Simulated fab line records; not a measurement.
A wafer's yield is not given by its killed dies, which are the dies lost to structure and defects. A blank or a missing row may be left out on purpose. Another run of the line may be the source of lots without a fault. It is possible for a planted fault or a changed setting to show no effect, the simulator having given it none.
Which of the tools did it? | flow gf180mcu | 13 lots, 39 wafers sampled, at 4 steps of a route of 602

WHAT THE GAUGES SHOWED, per wafer
GF_TOP_METAL_OVL_MEAS_15.
lot  | measured     | on         | TOP_METAL_OVL (nm)
L250 | day 28 17:10 | overlay-02 | 0.0 1.1 -1.9
L251 | day 29 05:52 | overlay-01 | -1.8 -2.3 -3.0
L253 | day 29 13:46 | overlay-01 | 0.3 0.2 -1.5
L254 | day 29 23:13 | overlay-01 | -0.1 0.9 0.1
L255 | day 30 00:00 | overlay-01 | -2.4 -2.3 -3.1
L257 | day 31 00:16 | overlay-02 | 1.3 1.0 1.5
L259 | day 31 01:29 | overlay-01 | -1.3 1.0 0.0
L258 | day 31 03:43 | overlay-02 | 0.2 -1.4 -1.0
L260 | day 31 11:01 | overlay-02 | 0.2 1.2 0.2
L262 | day 32 05:31 | overlay-01 | -3.1 -1.3 -2.9
L263 | day 32 05:49 | overlay-01 | -2.6 -2.0 -1.1
L267 | day 33 01:50 | overlay-02 | 0.0 0.2 -0.4
L272 | day 33 22:57 | overlay-01 | -2.6 -3.0 -2.3

WHAT TOOL EACH LOT RAN ON (gives the tool, then ch and the chambers of the sampled wafers, and finally the start)
lot  | GF_V4_ETCH_17                     | GF_MIM_SPUTTER_00           | GF_MIM_SPUTTER_02
L250 | rieDiel-02 ch 0,1,3, day 25 03:00 | pvdSputter-04, day 25 05:11 | pvdSputter-04, day 25 05:19
L251 | rieDiel-03 ch 0,1,3, day 25 18:00 | pvdSputter-04, day 25 19:53 | pvdSputter-04, day 25 20:01
L253 | rieDiel-02 ch 1,2, day 26 01:00   | pvdSputter-01, day 26 02:42 | pvdSputter-01, day 26 02:50
L254 | rieDiel-02 ch 2,3, day 26 12:00   | pvdSputter-04, day 26 13:54 | pvdSputter-04, day 26 14:02
L255 | rieDiel-01 ch 0,1,2, day 26 13:00 | pvdSputter-04, day 26 14:31 | pvdSputter-04, day 26 14:39
L257 | rieDiel-02 ch 0,1,2, day 27 15:00 | pvdSputter-04, day 27 17:10 | pvdSputter-04, day 27 17:17
L259 | rieDiel-01 ch 0,3, day 27 15:00   | pvdSputter-02, day 27 17:18 | pvdSputter-02, day 27 17:26
L258 | rieDiel-03 ch 0,2,3, day 27 18:00 | pvdSputter-04, day 27 19:51 | pvdSputter-04, day 27 19:59
L260 | rieDiel-03 ch 0,1,2, day 28 02:00 | pvdSputter-01, day 28 04:19 | pvdSputter-01, day 28 04:26
L262 | rieDiel-03 ch 1,2, day 28 22:00   | pvdSputter-02, day 29 00:07 | pvdSputter-02, day 29 00:14
L263 | rieDiel-02 ch 0,1, day 28 23:00   | pvdSputter-04, day 29 01:16 | pvdSputter-04, day 29 01:24
L267 | rieDiel-02 ch 1,2,3, day 29 22:00 | pvdSputter-04, day 29 23:22 | pvdSputter-04, day 29 23:30
L272 | rieDiel-03 ch 0,3, day 30 23:00   | pvdSputter-04, day 31 00:51 | pvdSputter-04, day 31 00:59
- GF_V4_ETCH_17: etches SiO2 in C4F8/O2/Ar, stops on TiN, target depth 630 nm.
- GF_MIM_SPUTTER_00: material Ti, target thk 37.5 nm, time 150 s.
- GF_MIM_SPUTTER_02: material AlCu, target thk 450 nm, time 23.9 s.

AS READ BY THE TOOLS THEMSELVES (means over the sampled wafers that have a number; for cases with no such wafer, the mark the record gives instead)
GF_V4_ETCH_17.
lot  | tool       | oesProductAu (a.u.)
L250 | rieDiel-02 | 0.860
L251 | rieDiel-03 | 0.858
L253 | rieDiel-02 | 0.851
L254 | rieDiel-02 | 0.858
L255 | rieDiel-01 | 0.857
L257 | rieDiel-02 | 0.857
L259 | rieDiel-01 | 0.855
L258 | rieDiel-03 | 0.857
L260 | rieDiel-03 | 0.857
L262 | rieDiel-03 | 0.856
L263 | rieDiel-02 | 0.860
L267 | rieDiel-02 | 0.857
L272 | rieDiel-03 | 0.854

GF_MIM_SPUTTER_00.
lot  | tool          | cathodeDcPowerW (W) | throttleValvePct (%)
L250 | pvdSputter-04 | 3999.9              | 28.1
L251 | pvdSputter-04 | 3999.6              | 29.6
L253 | pvdSputter-01 | 4000.0              | 29.2
L254 | pvdSputter-04 | 4000.2              | 31.2
L255 | pvdSputter-04 | 3999.6              | 29.8
L257 | pvdSputter-04 | 4000.2              | 29.0
L259 | pvdSputter-02 | 4000.5              | 30.0
L258 | pvdSputter-04 | 4000.2              | 30.3
L260 | pvdSputter-01 | 4000.5              | 29.6
L262 | pvdSputter-02 | 4000.5              | 30.0
L263 | pvdSputter-04 | 4000.3              | 30.7
L267 | pvdSputter-04 | 4000.0              | 28.9
L272 | pvdSputter-04 | 3999.7              | 28.9

GF_MIM_SPUTTER_02.
lot  | tool          | cathodeDcPowerW (W) | throttleValvePct (%)
L250 | pvdSputter-04 | 10600               | 28.0
L251 | pvdSputter-04 | 10600               | 29.5
L253 | pvdSputter-01 | 10600               | 29.2
L254 | pvdSputter-04 | 10601               | 31.1
L255 | pvdSputter-04 | 10600               | 30.0
L257 | pvdSputter-04 | 10600               | 29.2
L259 | pvdSputter-02 | 10601               | 30.1
L258 | pvdSputter-04 | 10598               | 30.3
L260 | pvdSputter-01 | 10599               | 29.6
L262 | pvdSputter-02 | 10600               | 30.2
L263 | pvdSputter-04 | 10599               | 30.6
L267 | pvdSputter-04 | 10600               | 28.9
L272 | pvdSputter-04 | 10600               | 29.0

THE ANSWER, worked out from the rows above alone
Rule: usual is defined by the lots themselves. The widest of any qualifying gaps counts: lots, ordered by their means at a reading, are off when they make up no more than a third of the lots, leave a main group of 4 or more, and stand apart from it by 3 or more times the standard deviation of that group's means. Not used: any main group whose means are identical at the precision the tables above print for the reading. Also off: a lot with no number at a reading for which 4 or more lots have one. Any other lot the step has rows for is counted as sound. The gauges are gone through in route order, then the tools' own readings, and for those a lot's mean is taken as printed above. The first step at which some lot is off is used, and at that step the reading that is off furthest; a lot without a number counts as furthest.
No lot is off on any of the readings shown, so nothing can be concluded from this.

WHAT WAS PUT IN BY THE SIMULATOR
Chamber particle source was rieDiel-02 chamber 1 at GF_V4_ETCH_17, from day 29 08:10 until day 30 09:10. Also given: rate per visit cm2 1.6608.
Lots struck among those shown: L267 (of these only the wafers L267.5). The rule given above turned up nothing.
